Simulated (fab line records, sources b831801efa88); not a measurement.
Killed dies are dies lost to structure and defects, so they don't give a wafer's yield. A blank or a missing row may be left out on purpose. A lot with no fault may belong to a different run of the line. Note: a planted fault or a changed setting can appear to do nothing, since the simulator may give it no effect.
fab line records	flow sfq-line
record lots=5	wafers=23
route steps=325 shown I2@114 M3@130 M4@153 I4@164 JJ@180 A5B@209 R5@212 I5@230 C5@247
start-h: start of the lot's first displayed wafer, in hours after the record's first day	wait-h: hours since the lot's step before	" repeats the value in the row above	L1.1+2: several wafers, shown together as one row	- no value, or no start given	* or withheld: withheld	< > ~ a bound
route shown NAME@n: names a module that has steps shown in the file, with the first one's number in the route	usual: average and standard deviation across the fault-free wafers	same: alike in all rows	chamber/n: place in a boat	sites: readings site by site	_std_site: how widely they spread, as a standard deviation	_edge_site: outer sites' mean less inner sites'	radius-mm: for every site, how far away it sits from the centre of the wafer	mask NAME#n: copy n	behind: the most recent tool/chamber to have shaped the wafer	hold: why the lot went on hold/how many hours it stayed there/how the hold came to an end	device: the transistor (n, p or np) that didn't switch	end of line: the same wafers' tests at the end of the route	a step with no rows: only its recipe	killed: dies lost to structure and defects at the first sort, not the wafer's yield	map: dies across one wafer; x = killed, . = not, _ = none there
set.NAME: the run value of the setting; set.NAME@STEP: its run value at that earlier step	model.NAME: the simulator's own value behind a step, which no gauge read
lots whose settings were changed on purpose; a table a step, a row a wafer
## steps
# step SFQ_TRILAYER_I2_VIA_BARC_OPEN_VIA_ETCH_096
# recipe mask-material=PR	chemistry=O2	target-depth-nm=125	target=BARC	source-w=500	bias-w=80	pressure-mtorr=30	time-s=41.7
lot.wafer	tool	chamber	start-h	wait-h	set.time-s	model.KrF_of_TRILAYER_I2_VIA_LITHO_COAT_067.thk-nm
L074.1	rie-diel-02	1	729.02	0.0	41.7	560.2
L074.3	"	3	"	"	41.7	555.8
L074.4	"	0	"	"	41.7	557.6
L077.1	rie-diel-04	3	780.95	0.0	41.7	558.5
L077.2	"	1	"	"	41.7	558.1
L077.3+5	"	0,1	"	"	41.7	557.5
L077.6	"	0	"	"	41.7	559.2
L079.1	rie-diel-02	3	795.48	0.0	41.7	559
L079.2	"	2	"	"	47.41	552.9
L079.4	"	0	"	"	47.41	552.7
L079.5	"	2	"	"	41.7	561.1
L079.6	"	3	"	"	41.7	560
L080.1	rie-diel-02	1	817.43	0.0	41.7	561.4
L080.2	"	0	"	"	41.7	560.8
L080.4	"	2	"	"	41.7	562.8
L080.5	"	0	"	"	41.7	562.1
L080.6	"	1	"	"	41.7	563.5
L083.1	rie-diel-01	1	868.36	0.0	41.7	558.5
L083.2	"	2	"	"	38.72	564.3
L083.3	"	0	"	"	41.7	559.4
L083.4	"	2	"	"	41.7	559.6
L083.6	"	0	"	"	38.72	562.1
# step SFQ_TRILAYER_I2_VIA_ETCH_VIA_ETCH_070
# recipe target=SiO2	stop-on=Nb	mask-material=PR	taper-deg=20	chemistry=CHF3	target-depth-nm=260	source-w=500	bias-w=80	pressure-mtorr=30	time-s=withheld
# usual oes-product-au=0.856/0.0046
lot.wafer	tool	chamber	start-h	wait-h	set.leave-above-ref-nm@TRILAYER_I2_CMP_CMP_064	set.time-s@TRILAYER_I2_VIA_BARC_OPEN_VIA_ETCH_096	oes-product-au	model.etch.depth-nm	model.I2.feature-depth-nm	model.KrF_of_TRILAYER_I2_VIA_LITHO_COAT_067.thk-nm
L074.1	rie-diel-02	1	729.06	0.0	200	*	0.858	200.8	200.8	515
L074.3	"	3	"	"	200	*	0.854	199.7	199.7	510.5
L074.4	"	0	"	"	200	*	0.853	200.4	200.4	513
L077.1	rie-diel-04	3	780.99	0.0	200	*	0.855	-	200.2	514.4
L077.2	"	1	"	"	200	*	0.857	-	201	513.6
L077.3	"	0	"	"	200	*	0.864	-	201	513.4
L077.5	"	1	"	"	200	*	0.852	-	201.5	513.2
L077.6	"	0	"	"	200	*	0.857	201.2	201.2	515.2
L079.1	rie-diel-02	3	795.52	0.0	209.1	*	0.877	-	208.8	513.3
L079.2	"	2	"	"	209.1	*	0.869	-	209	507.1
L079.4	"	0	"	"	209.1	*	0.877	208.9	208.9	507.3
L079.5	"	2	"	"	200	*	0.859	199.7	199.7	515.9
L079.6	"	3	"	"	200	*	0.860	-	198.6	514.4
L080.1	rie-diel-02	1	817.47	0.0	214.3	*	0.892	214.7	214.7	515.8
L080.2	"	0	"	"	200	*	0.857	200.4	200.4	515.1
L080.4	"	2	"	"	214.3	*	0.888	215	215	516.9
L080.5	"	0	"	"	214.3	*	0.878	-	214.3	516.5
L080.6	"	1	"	"	200	*	0.854	-	200.2	517.8
L083.1	rie-diel-01	1	868.40	0.0	200	*	0.853	-	200	514.3
L083.2	"	2	"	"	200	*	0.856	-	200.9	520.6
L083.3	"	0	"	"	200	*	0.853	200.9	200.9	514.3
L083.4	"	2	"	"	200	*	0.858	-	200.7	516
L083.6	"	0	"	"	200	*	0.855	-	200.5	517.2
# step SFQ_TRILAYER_M3_ETCH_METAL_ETCH_078
# recipe target=Nb	stop-on=SiO2	mask-material=PR	chemistry=Cl2/Ar	target-depth-nm=240	icp-w=600	bias-w=80	pressure-mtorr=10	time-s=120
# usual oes-product-au=0.896/0.0069
lot.wafer	tool	chamber	start-h	wait-h	set.time-s	oes-product-au	model.KrF_of_TRILAYER_M3_LITHO_COAT_075.thk-nm
L074.1	rie-metal-03	0	749.77	0.0	120	0.900	381.3
L074.3	"	1	"	"	120	0.892	375.9
L074.4	"	0	"	"	120	0.888	380.4
L077.1	rie-metal-02	1	784.53	0.0	120	0.880	376.4
L077.2	"	0	"	"	120	0.885	380.6
L077.3	"	0	"	"	120	0.899	380.5
L077.5	"	1	"	"	120	0.890	378.5
L077.6	"	0	"	"	120	0.894	379.4
L079.1	rie-metal-02	1	803.96	0.0	107.7	0.942	396.2
L079.2	"	0	"	"	107.7	0.949	396.6
L079.4	"	1	"	"	120	0.891	382.3
L079.5	"	1	"	"	107.7	0.940	393.9
L079.6	"	0	"	"	120	0.889	382.9
L080.1	rie-metal-02	0	821.13	0.0	114.5	0.923	385.7
L080.2	"	1	"	"	120	0.896	379.3
L080.4	"	1	"	"	114.5	0.916	384.2
L080.5	"	0	"	"	120	0.898	380.8
L080.6	"	1	"	"	114.5	0.928	385.4
L083.1	rie-metal-03	1	886.16	0.1	132.6	0.883	364.5
L083.2	"	1	"	"	120	0.901	378.6
L083.3	"	1	"	"	132.6	0.882	363.3
L083.4	"	1	"	"	120	0.900	380.1
L083.6	"	1	"	"	132.6	0.881	361.9
# step SFQ_TRILAYER_M4_LITHO_COAT_093
# recipe resist=KrF	spin-rpm=3000	resist-thk-nm=600
lot.wafer	tool	chamber	start-h	wait-h	set.resist-thk-nm	model.KrF_of_TRILAYER_M4_LITHO_COAT_093.thk-nm
L074.1	litho-track-03	0	905.57	0.2	600	599
L074.3	"	0	"	"	600	601.1
L074.4	"	0	"	"	600	600.4
L077.1	litho-track-01	0	931.71	0.2	577.7	577.6
L077.2	"	0	"	"	600	601.1
L077.3	"	0	"	"	600	601
L077.5	"	0	"	"	577.7	577.1
L077.6	"	0	"	"	577.7	577.2
L079.1	litho-track-03	0	952.11	0.2	567.4	570.5
L079.2	"	0	"	"	600	603.1
L079.4	"	0	"	"	567.4	570
L079.5	"	0	"	"	600	603
L079.6	"	0	"	"	567.4	571.2
L080.1	litho-track-01	0	963.31	0.2	600	600.5
L080.2	"	0	"	"	609.3	612.9
L080.4	"	0	"	"	600	600.9
L080.5	"	0	"	"	609.3	610.8
L080.6	"	0	"	"	609.3	609.3
L083.1	litho-track-04	0	1042.74	0.2	600	602.8
L083.2	"	0	"	"	600	603
L083.3	"	0	"	"	600	604.8
L083.4	"	0	"	"	600	605
L083.6	"	0	"	"	600	603.2
# step SFQ_TRILAYER_M4_LITHO_SOFTBAKE_097
# recipe temp-c=withheld	time-s=withheld	resist=KrF
# step SFQ_TRILAYER_M4_LITHO_EXPOSE_094
# recipe mask-id=M4	na=0.6	source-shape=conventional	sigma-outer=0.65	target-cd-nm=500	dose-mj=14.4
# step SFQ_TRILAYER_M4_LITHO_DEVELOP_095
# recipe time-s=60	resist=KrF
# step SFQ_TRILAYER_M4_BARC_OPEN_METAL_ETCH_123
# recipe mask-material=PR	chemistry=O2	target-depth-nm=125	target=BARC	icp-w=600	bias-w=78.85	pressure-mtorr=10	time-s=41.7
lot.wafer	tool	chamber	start-h	wait-h	set.resist-thk-nm@TRILAYER_M4_LITHO_COAT_093	model.KrF_of_TRILAYER_M4_LITHO_COAT_093.thk-nm
L074.1	rie-metal-04	0	1036.22	0.0	600	522.1
L074.3	"	1	"	"	600	524.4
L074.4	"	0	"	"	600	523.4
L077.1	rie-metal-01	1	1068.62	0.0	577.7	500.1
L077.2	"	0	"	"	600	524.5
L077.3	"	1	"	"	600	524.1
L077.5	"	0	"	"	577.7	500.4
L077.6	"	1	"	"	577.7	500.3
L079.1	rie-metal-04	0	1085.54	0.0	567.4	494.1
L079.2	"	1	"	"	600	526.7
L079.4	"	1	"	"	567.4	494
L079.5	"	0	"	"	600	527
L079.6	"	1	"	"	567.4	495.2
L080.1	rie-metal-03	0	1092.74	0.0	600	522.9
L080.2	"	1	"	"	609.3	535.2
L080.4	"	0	"	"	600	523.3
L080.5	"	1	"	"	609.3	532.5
L080.6	"	0	"	"	609.3	531.3
L083.1	rie-metal-03	1	1166.19	0.0	600	525
L083.2	"	0	"	"	600	525.7
L083.3	"	0	"	"	600	527.6
L083.4	"	1	"	"	600	527.4
L083.6	"	1	"	"	600	525.6
# step SFQ_TRILAYER_I4_CMP_CMP_100
# recipe material=SiO2	down-force-psi=3	platen-rpm=60	pad-velocity-m-s=0.94248
# usual time-to-endpoint-s=215/6.1
lot.wafer	tool	chamber	start-h	wait-h	set.down-force-psi	time-to-endpoint-s
L074.1	cmp-02	3	1042.73	5.5	3	214
L074.4	"	0	"	"	3	220
L074.3	"	1	"	"	3	223
L077.3	cmp-01	3	1076.25	6.6	3	215
L077.1	"	0	"	"	2.661	234
L077.2	"	2	1077.75	8.1	2.661	237
L077.5	"	3	"	"	3	213
L077.6	"	0	"	"	3	206
L079.4	cmp-02	0	1094.05	7.5	3.139	196
L079.1	"	2	1095.05	8.5	3	213
L079.2	"	3	"	"	3.139	197
L079.6	"	0	"	"	3.139	204
L079.5	"	1	"	"	3	209
L080.4	cmp-01	1	1101.68	7.9	3	232
L080.2	"	2	"	"	3	221
L080.1	"	3	"	"	2.575	257
L080.6	"	0	"	"	3	217
L080.5	"	1	"	"	2.575	256
L083.1	cmp-02	2	1177.04	9.8	3	210
L083.2	"	3	"	"	3	214
L083.3	"	0	"	"	3	222
L083.4	"	1	"	"	3	230
L083.6	"	3	1179.54	12.3	3	228
# step SFQ_TRILAYER_JJ_TRILAYER_DEP_SPUTTER_110
# recipe material=Al	base-pressure-pa=1.33e-06	target-thk-nm=8	power-w=500	time-s=10	chamber-pressure-pa=0.4
lot.wafer	tool	chamber	start-h	wait-h	set.power-w	model.Al_of_TRILAYER_JJ_TRILAYER_DEP_SPUTTER_110.thk-nm
L074.1	pvd-sputter-03	-	1172.62	0.0	500	8.121
L074.3	"	-	"	"	500	8.167
L074.4	"	-	"	"	500	8.048
L077.1	pvd-sputter-06	-	1205.74	0.0	500	7.912
L077.2	"	-	"	"	500	7.898
L077.3	"	-	"	"	521.2	8.148
L077.5	"	-	"	"	521.2	8.075
L077.6	"	-	"	"	500	7.86
L079.1	pvd-sputter-03	-	1223.14	0.0	500	7.909
L079.2	"	-	"	"	533.8	8.594
L079.4	"	-	"	"	533.8	8.583
L079.5	"	-	"	"	500	7.916
L079.6	"	-	"	"	500	8.011
L080.1	pvd-sputter-03	-	1231.56	0.0	500	8.073
L080.2	"	-	"	"	500	8.081
L080.4	"	-	"	"	459.6	7.339
L080.5	"	-	"	"	500	8.02
L080.6	"	-	"	"	459.6	7.48
L083.1	pvd-sputter-04	-	1298.79	0.0	500	8.071
L083.2	"	-	"	"	500	8.022
L083.3+6	"	-	"	"	557.2	9.044
L083.4	"	-	"	"	500	8.104
# step SFQ_TRILAYER_JJ_CE_LITHO_PEB_117
# recipe peb-temp-c=115	peb-time-s=60	resist=KrF
lot.wafer	tool	chamber	start-h	wait-h	set.peb-temp-c
L074.1+3+4	litho-track-02	0	1289.03	1.0	115
L077.1+2+3+5+6	litho-track-02	0	1323.63	1.0	115
L079.1+2+4+5+6	litho-track-03	0	1338.03	1.0	115
L080.1+4+5	litho-track-04	0	1341.63	1.0	115
L080.2+6	"	0	"	"	117.9
L083.1+2+3	litho-track-02	0	1402.37	1.0	115
L083.4+6	"	0	"	"	118.7
# step SFQ_TRILAYER_JJ_CE_LITHO_DEVELOP_116
# recipe time-s=60	resist=KrF
# step SFQ_TRILAYER_JJ_CE_METRO_MEASURE_117
# usual cd-nm=699.6/1.4
lot.wafer	tool	chamber	start-h	wait-h	set.peb-temp-c@TRILAYER_JJ_CE_LITHO_PEB_117	cd-nm
L074.1	cd-sem-02	-	1289.36	0.0	115	699.2
L074.3	"	-	"	"	115	701.0
L074.4	"	-	"	"	115	700.0
L077.1	cd-sem-01	-	1323.96	0.0	115	692.6
L077.2	"	-	"	"	115	698.5
L077.3	"	-	"	"	115	693.9
L077.5	"	-	"	"	115	693.0
L077.6	"	-	"	"	115	698.4
L079.1	cd-sem-01	-	1338.36	0.0	115	697.1
L079.2	"	-	"	"	115	698.9
L079.4	"	-	"	"	115	698.2
L079.5	"	-	"	"	115	697.9
L079.6	"	-	"	"	115	699.5
L080.1	cd-sem-02	-	1341.96	0.0	115	699.4
L080.2	"	-	"	"	117.9	652.5
L080.4	"	-	"	"	115	698.9
L080.5	"	-	"	"	115	698.6
L080.6	"	-	"	"	117.9	652.7
L083.1	cd-sem-01	-	1402.70	0.0	115	699.3
L083.2	"	-	"	"	115	698.8
L083.3	"	-	"	"	115	698.1
L083.4	"	-	"	"	118.7	638.9
L083.6	"	-	"	"	118.7	638.1
# step SFQ_TRILAYER_JJ_CE_BARC_OPEN_RIE_150
# recipe mask-material=PR	chemistry=O2	target-depth-nm=240	target=BARC	icp-w=600	bias-w=80	pressure-mtorr=10	time-s=80
lot.wafer	tool	chamber	start-h	wait-h	set.peb-temp-c@TRILAYER_JJ_CE_LITHO_PEB_117	model.JJ.cd-nm
L074.1	rie-metal-02	1	1290.56	1.0	115	696.6
L074.3	"	0	"	"	115	700.1
L074.4	"	1	"	"	115	698.2
L077.1	rie-metal-03	0	1325.16	1.0	115	693.5
L077.2	"	1	"	"	115	699.6
L077.3	"	0	"	"	115	695.4
L077.5	"	0	"	"	115	694
L077.6	"	1	"	"	115	699.9
L079.1	rie-metal-02	1	1339.56	1.0	115	695.5
L079.2	"	0	"	"	115	698.2
L079.4	"	0	"	"	115	696.6
L079.5	"	0	"	"	115	696.1
L079.6	"	1	"	"	115	697.6
L080.1	rie-metal-01	0	1343.16	1.0	115	698.6
L080.2	"	1	"	"	117.9	653.7
L080.4+5	"	1	"	"	115	699.9
L080.6	"	0	"	"	117.9	651.8
L083.1	rie-metal-03	1	1403.90	1.0	115	699.8
L083.2	"	0	"	"	115	698.9
L083.3	"	0	"	"	115	699.2
L083.4	"	1	"	"	118.7	638.5
L083.6	"	1	"	"	118.7	640.2
# step SFQ_TRILAYER_JJ_CE_ETCH_RIE_118
# recipe target=Nb	stop-on=Al2O3	mask-material=PR	taper-deg=13.257	over-etch-frac=0.15	time-s=97.7	chemistry=SF6	target-depth-nm=170	icp-w=600	bias-w=80	pressure-mtorr=10
lot.wafer	tool	chamber	start-h	wait-h	set.peb-temp-c@TRILAYER_JJ_CE_LITHO_PEB_117	model.JJ.cd-nm
L074.1	rie-metal-02	1	1290.66	0.1	115	695.1
L074.3	"	0	"	"	115	699.4
L074.4	"	1	"	"	115	696.8
L077.1	rie-metal-03	0	1325.26	0.1	115	694
L077.2	"	1	"	"	115	701.5
L077.3	"	0	"	"	115	696.2
L077.5	"	0	"	"	115	694.5
L077.6	"	1	"	"	115	700.8
L079.1	rie-metal-02	1	1339.66	0.1	115	694.4
L079.2	"	0	"	"	115	698
L079.4	"	0	"	"	115	696.7
L079.5	"	0	"	"	115	695.4
L079.6	"	1	"	"	115	696.8
L080.1	rie-metal-01	0	1343.26	0.1	115	697.8
L080.2	"	1	"	"	117.9	652.9
L080.4	"	1	"	"	115	699.4
L080.5	"	1	"	"	115	698.9
L080.6	"	0	"	"	117.9	652.2
L083.1	rie-metal-03	1	1403.99	0.1	115	701.5
L083.2	"	0	"	"	115	698.4
L083.3	"	0	"	"	115	699.1
L083.4	"	1	"	"	118.7	640.4
L083.6	"	1	"	"	118.7	642.5
# step SFQ_TRILAYER_A5B_DEP_PECVD_129
# recipe material=SiO2	temp-c=150	time-s=133.33	pressure-torr=2.4	rf-w=183.3	precursor=SiH4/N2O	target-thk-nm=600
lot.wafer	tool	chamber	start-h	wait-h	set.time-s	model.SiO2_of_TRILAYER_A5B_DEP_PECVD_129.thk-nm
L074.1	pecvd-01	2	1296.52	0.0	133.33	582.1
L074.3	"	0	"	"	133.33	602.2
L074.4	"	0	"	"	133.33	602.4
L077.1	pecvd-03	1	1431.74	0.0	133.33	585.4
L077.2	"	0	"	"	133.33	592.9
L077.3	"	2	"	"	133.33	594.9
L077.5	"	2	"	"	150.5	676.3
L077.6	"	1	"	"	150.5	673.5
L079.1	pecvd-01	0	1450.86	0.0	133.33	596.8
L079.2	"	1	"	"	133.33	587.9
L079.4	"	1	"	"	133.33	609.2
L079.5	"	0	"	"	133.33	607.6
L079.6	"	1	"	"	133.33	604.4
L080.1	pecvd-01	0	1455.66	0.0	152.9	680.2
L080.2	"	1	"	"	152.9	681.4
L080.4	"	0	"	"	133.33	610.8
L080.5	"	0	"	"	133.33	607.4
L080.6	"	1	"	"	133.33	609.7
L083.1	pecvd-03	0	1518.26	0.0	122	543.2
L083.2	"	2	"	"	122	552.5
L083.3	"	1	"	"	133.33	595.6
L083.4	"	2	"	"	133.33	608.6
L083.6	"	0	"	"	122	549.8
# step SFQ_TRILAYER_R5_DEP_SPUTTER_132
# recipe material=Ti	base-pressure-pa=1.33e-06	target-thk-nm=5	power-w=2000	time-s=5	chamber-pressure-pa=0.4
lot.wafer	tool	chamber	start-h	wait-h	set.power-w	model.Ti_of_TRILAYER_R5_DEP_SPUTTER_132.thk-nm
L074.1	pvd-sputter-06	-	1303.00	1.0	2000	5.34
L074.3	"	-	"	"	2000	5.207
L074.4	"	-	"	"	2000	5.176
L077.1	pvd-sputter-05	-	1436.03	1.0	2000	5.021
L077.2	"	-	"	"	2182	5.459
L077.3	"	-	"	"	2182	5.502
L077.5	"	-	"	"	2182	5.527
L077.6	"	-	"	"	2000	5.098
L079.1	pvd-sputter-03	-	1455.20	1.0	2201	5.406
L079.2	"	-	"	"	2201	5.412
L079.4	"	-	"	"	2000	4.901
L079.5	"	-	"	"	2000	4.872
L079.6	"	-	"	"	2201	5.408
L080.1	pvd-sputter-06	-	1460.00	1.0	2000	4.925
L080.2	"	-	"	"	2000	5.053
L080.4	"	-	"	"	2000	4.997
L080.5	"	-	"	"	2000	4.828
L080.6	"	-	"	"	2000	5.001
L083.1	pvd-sputter-05	-	1522.55	1.0	2000	4.997
L083.2	"	-	"	"	1819	4.665
L083.3	"	-	"	"	2000	5.067
L083.4	"	-	"	"	1819	4.506
L083.6	"	-	"	"	1819	4.567
# step SFQ_TRILAYER_I5_LITHO_COAT_144
# recipe resist=KrF	spin-rpm=3000	resist-thk-nm=650
lot.wafer	tool	chamber	start-h	wait-h	set.spin-rpm	model.KrF_of_TRILAYER_I5_LITHO_COAT_144.thk-nm
L074.1	litho-track-02	0	1401.35	0.2	3000	651.8
L074.3	"	0	"	"	3000	652.4
L074.4	"	0	"	"	3000	648.9
L077.1	litho-track-01	0	1451.70	0.2	3000	650.8
L077.2	"	0	"	"	3201	631.9
L077.3	"	0	"	"	3000	649.9
L077.5	"	0	"	"	3201	629.2
L077.6	"	0	"	"	3201	631.7
L079.1	litho-track-02	0	1468.30	0.2	3000	651.6
L079.2	"	0	"	"	3000	651.5
L079.4	"	0	"	"	3105	640.2
L079.5	"	0	"	"	3105	640
L079.6	"	0	"	"	3105	640.3
L080.1+6	litho-track-02	0	1479.52	0.2	3000	648.3
L080.2	"	0	"	"	3000	647.6
L080.4	"	0	"	"	3000	647.4
L080.5	"	0	"	"	3000	647.3
L083.1	litho-track-01	0	1620.55	0.2	2936	654.8
L083.2	"	0	"	"	3000	645.6
L083.3	"	0	"	"	3000	646
L083.4	"	0	"	"	3000	646.1
L083.6	"	0	"	"	2936	652.3
# step SFQ_TRILAYER_C5_BARC_OPEN_VIA_ETCH_210
# recipe mask-material=PR	chemistry=O2	target-depth-nm=125	target=BARC	source-w=500	bias-w=80	pressure-mtorr=30	time-s=41.7
lot.wafer	tool	chamber	start-h	wait-h	set.time-s	model.KrF_of_TRILAYER_C5_LITHO_COAT_151.thk-nm
L074.1	rie-diel-02	0	1536.81	0.0	41.7	587.1
L074.3	"	3	"	"	41.7	587.7
L074.4	"	2	"	"	41.7	585.1
L077.1	rie-diel-01	1	1581.21	0.0	41.7	586.7
L077.2	"	2	"	"	47.7	580.6
L077.3	"	0	"	"	41.7	587.5
L077.5	"	1	"	"	41.7	586.1
L077.6	"	2	"	"	47.7	580.9
L079.1	rie-diel-01	2	1596.81	0.0	41.7	588.5
L079.2	"	0	"	"	35.49	595.2
L079.4	"	3	"	"	41.7	587.6
L079.5	"	0	"	"	41.7	586.6
L079.6	"	1	"	"	35.49	593.5
L080.1	rie-diel-01	1	1609.96	0.0	41.7	591.9
L080.2	"	0	"	"	45.53	584.4
L080.4	"	3	"	"	41.7	589.1
L080.5	"	3	"	"	45.53	582.9
L080.6	"	2	"	"	41.7	588.9
L083.1	rie-diel-01	3	1762.60	0.0	41.7	587.1
L083.2	"	1	"	"	41.7	587.6
L083.3+4	"	2,0	"	"	41.7	588
L083.6	"	2	"	"	41.7	589.1
# step SFQ_TRILAYER_C5_ETCH_VIA_ETCH_154
# recipe target=SiO2	mask-material=PR	chemistry=CHF3	target-depth-nm=84	source-w=500	bias-w=80	pressure-mtorr=30	time-s=withheld	stop-on=Nb
lot.wafer	tool	chamber	start-h	wait-h	set.time-s@TRILAYER_C5_BARC_OPEN_VIA_ETCH_210	model.KrF_of_TRILAYER_C5_LITHO_COAT_151.thk-nm
L074.1	rie-diel-02	0	1536.85	0.0	*	572.6
L074.3	"	3	"	"	*	573.2
L074.4	"	2	"	"	*	570.5
L077.1	rie-diel-01	1	1581.25	0.0	*	572.5
L077.2	"	2	"	"	*	566.6
L077.3	"	0	"	"	*	573.2
L077.5	"	1	"	"	*	571.8
L077.6	"	2	"	"	*	566.8
L079.1	rie-diel-01	2	1596.85	0.0	*	574.5
L079.2	"	0	"	"	*	580.9
L079.4	"	3	"	"	*	573.3
L079.5	"	0	"	"	*	572.4
L079.6	"	1	"	"	*	579.4
L080.1	rie-diel-01	1	1610.00	0.0	*	577.5
L080.2	"	0	"	"	*	570
L080.4	"	3	"	"	*	574.5
L080.5	"	3	"	"	*	568.3
L080.6	"	2	"	"	*	574.6
L083.1	rie-diel-01	3	1762.64	0.0	*	572.5
L083.2	"	1	"	"	*	573.2
L083.3	"	2	"	"	*	573.7
L083.4	"	0	"	"	*	573.4
L083.6	"	2	"	"	*	574.9
## key
split step=SFQ_TRILAYER_I2_VIA_BARC_OPEN_VIA_ETCH_096	setting=time-s	stated=41.7	by=wafer
response step=SFQ_TRILAYER_I2_VIA_BARC_OPEN_VIA_ETCH_096	reading=model.KrF_of_TRILAYER_I2_VIA_LITHO_COAT_067.thk-nm	change=-0.534	per=1%	r=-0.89
response step=SFQ_TRILAYER_I2_VIA_ETCH_VIA_ETCH_070	reading=model.KrF_of_TRILAYER_I2_VIA_LITHO_COAT_067.thk-nm	change=-0.547	per=1%	r=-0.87
split step=SFQ_TRILAYER_M3_ETCH_METAL_ETCH_078	setting=time-s	stated=120	by=wafer
response step=SFQ_TRILAYER_M3_ETCH_METAL_ETCH_078	reading=oes-product-au	change=-0.00363	per=1%	r=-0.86
response step=SFQ_TRILAYER_M3_ETCH_METAL_ETCH_078	reading=model.KrF_of_TRILAYER_M3_LITHO_COAT_075.thk-nm	change=-1.38	per=1%	r=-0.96
split step=SFQ_TRILAYER_M4_LITHO_COAT_093	setting=resist-thk-nm	stated=600	by=wafer
response step=SFQ_TRILAYER_M4_LITHO_COAT_093	reading=model.KrF_of_TRILAYER_M4_LITHO_COAT_093.thk-nm	change=+6.14	per=1%	r=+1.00
response step=SFQ_TRILAYER_M4_BARC_OPEN_METAL_ETCH_123	reading=model.KrF_of_TRILAYER_M4_LITHO_COAT_093.thk-nm	change=+6.15	per=1%	r=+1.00
split step=SFQ_TRILAYER_I4_CMP_CMP_100	setting=down-force-psi	stated=3	by=wafer
response step=SFQ_TRILAYER_I4_CMP_CMP_100	reading=time-to-endpoint-s	change=*	per=1%	r=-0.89
split step=SFQ_TRILAYER_JJ_TRILAYER_DEP_SPUTTER_110	setting=power-w	stated=500	by=wafer
response step=SFQ_TRILAYER_JJ_TRILAYER_DEP_SPUTTER_110	reading=model.Al_of_TRILAYER_JJ_TRILAYER_DEP_SPUTTER_110.thk-nm	change=+0.0836	per=1%	r=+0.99
split step=SFQ_TRILAYER_JJ_CE_LITHO_PEB_117	setting=peb-temp-c	stated=115	by=wafer
response step=SFQ_TRILAYER_JJ_CE_METRO_MEASURE_117	reading=cd-nm	change=-18.6	per=1%	r=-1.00
response step=SFQ_TRILAYER_JJ_CE_BARC_OPEN_RIE_150	reading=model.JJ.cd-nm	change=-18.6	per=1%	r=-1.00
response step=SFQ_TRILAYER_JJ_CE_ETCH_RIE_118	reading=model.JJ.cd-nm	change=-18.2	per=1%	r=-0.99
split step=SFQ_TRILAYER_A5B_DEP_PECVD_129	setting=time-s	stated=133.33	by=wafer
response step=SFQ_TRILAYER_A5B_DEP_PECVD_129	reading=model.SiO2_of_TRILAYER_A5B_DEP_PECVD_129.thk-nm	change=+5.7	per=1%	r=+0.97
split step=SFQ_TRILAYER_R5_DEP_SPUTTER_132	setting=power-w	stated=2000	by=wafer
response step=SFQ_TRILAYER_R5_DEP_SPUTTER_132	reading=model.Ti_of_TRILAYER_R5_DEP_SPUTTER_132.thk-nm	change=+0.0501	per=1%	r=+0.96
split step=SFQ_TRILAYER_I5_LITHO_COAT_144	setting=spin-rpm	stated=3000	by=wafer
response step=SFQ_TRILAYER_I5_LITHO_COAT_144	reading=model.KrF_of_TRILAYER_I5_LITHO_COAT_144.thk-nm	change=-3.02	per=1%	r=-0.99
split step=SFQ_TRILAYER_C5_BARC_OPEN_VIA_ETCH_210	setting=time-s	stated=41.7	by=wafer
response step=SFQ_TRILAYER_C5_BARC_OPEN_VIA_ETCH_210	reading=model.KrF_of_TRILAYER_C5_LITHO_COAT_151.thk-nm	change=-0.479	per=1%	r=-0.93
response step=SFQ_TRILAYER_C5_ETCH_VIA_ETCH_154	reading=model.KrF_of_TRILAYER_C5_LITHO_COAT_151.thk-nm	change=-0.474	per=1%	r=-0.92
split outside-this-file step=SFQ_TRILAYER_I2_CMP_CMP_064 setting=leave-above-ref-nm
# split outside-this-file: this setting was split too, and the file shows its column; the key of that split is in another file
